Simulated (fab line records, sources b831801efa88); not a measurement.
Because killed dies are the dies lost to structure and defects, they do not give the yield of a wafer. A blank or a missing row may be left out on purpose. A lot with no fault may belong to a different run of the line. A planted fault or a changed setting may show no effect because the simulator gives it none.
What tool caused it?	flow sfq line	Sampling: 16 lots, 47 wafers, 2 of 325 route steps

== WHAT THE GAUGES SHOWED, per wafer ==
SFQ_M2_OVL_MEAS_916. Usual: M2_OVL -5 nm, standard deviation 7.4.
lot	measured	on	M2_OVL (nm)	flag
L258	day 32 15:16	overlay-02	2 -6 -5	
L259	day 33 02:04	overlay-02	5 3 7	
L260	day 33 04:28	overlay-02	-16 -16 -17	
L261	day 33 08:05	overlay-02	-7 -10 -12	
L262	day 33 09:16	overlay-01	1 -4 -9	
L263	day 33 16:23	overlay-02	0 4 5	
L264	day 33 23:35	overlay-01	-17 -15 -14	
L265	day 34 03:11	overlay-01	-5 5 2	
L266	day 34 08:06	overlay-01	0 -7 -2	
L267	day 34 12:55	overlay-01	-17 -18 -14	
L268	day 36 03:19	overlay-02	159 156 162 159	OFF
L269	day 36 05:43	overlay-02	157 158 157 159 162 160	OFF
L270	day 36 11:43	overlay-01	161 168 165 165 172 164	OFF
L276	day 38 11:50	overlay-02	5 5 5	
L277	day 38 15:58	overlay-01	151 159 155 154 158 159	OFF
L281	day 40 17:53	overlay-01	-8 -9 -6	

== WHICH TOOL RAN EACH LOT (tool, then ch and the chambers of the sampled wafers, then the start) ==
lot	SFQ_TRILAYER_M2_LITHO_EXPOSE_058
L258	krf scanner-02 ch 0, day 32 13:58
L259	krf scanner-02 ch 0, day 33 00:58
L260	krf scanner-02 ch 0, day 33 02:58
L261	krf scanner-02 ch 0, day 33 07:10
L262	krf scanner-02 ch 0, day 33 07:46
L263	krf scanner-01 ch 0, day 33 15:17
L264	krf scanner-01 ch 0, day 33 22:17
L265	krf scanner-01 ch 0, day 34 02:05
L266	krf scanner-02 ch 0, day 34 06:36
L267	krf scanner-02 ch 0, day 34 11:36
L268	krf scanner-02 ch 0, day 36 02:00
L269	krf scanner-02 ch 0, day 36 04:24
L270	krf scanner-02 ch 0, day 36 10:36
L276	krf scanner-01 ch 0, day 38 10:20
L277	krf scanner-02 ch 0, day 38 14:40
L281	krf scanner-01 ch 0, day 40 16:35
- SFQ_TRILAYER_M2_LITHO_EXPOSE_058: exposes mask M2, target cd 500 nm.

== WHAT THE TOOLS THEMSELVES READ (means of the sampled wafers that have a number; where no wafer has one, the mark that the record gives instead) ==
The record holds no such reading with a usual standard deviation.

== THE ANSWER, worked out from the rows above alone ==
Rule: take the mean of a lot's wafers that have a number; if it is more than 3 standard deviations from the usual mean, the lot is off. Also off: a lot with no number at a reading for which 4 or more lots have one. All remaining lots with rows at the step are treated as sound. Order of review: gauges by route order, followed by the tools' own readings, for which a lot's mean as printed above is used. The first step at which some lot is off is used, and at that step the reading that is off furthest; a lot without a number counts as furthest.
Off: at SFQ_M2_OVL_MEAS_916 (M2_OVL), L268, L269, L270, L277.
If a tool, at a process step before that reading, ran all the lots that are off and no sound lot after the first of them, it fits. The gauges at SFQ_M2_OVL_MEAS_916 are tried like those tools. One fits: krf scanner-02 at SFQ_TRILAYER_M2_LITHO_EXPOSE_058. A fault onset in the window from L267 (day 34 11:36, its last sound lot) to L268 (day 36 02:00, its first lot off) fits.

== WHAT HAD BEEN PUT IN BY THE SIMULATOR ==
Scanner matching overlay: krf scanner-02, from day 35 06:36 on, at SFQ_TRILAYER_M2_LITHO_EXPOSE_058. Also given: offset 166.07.
Lots struck among those shown: L268, L269, L270, L277. This agrees with what the rule above found.
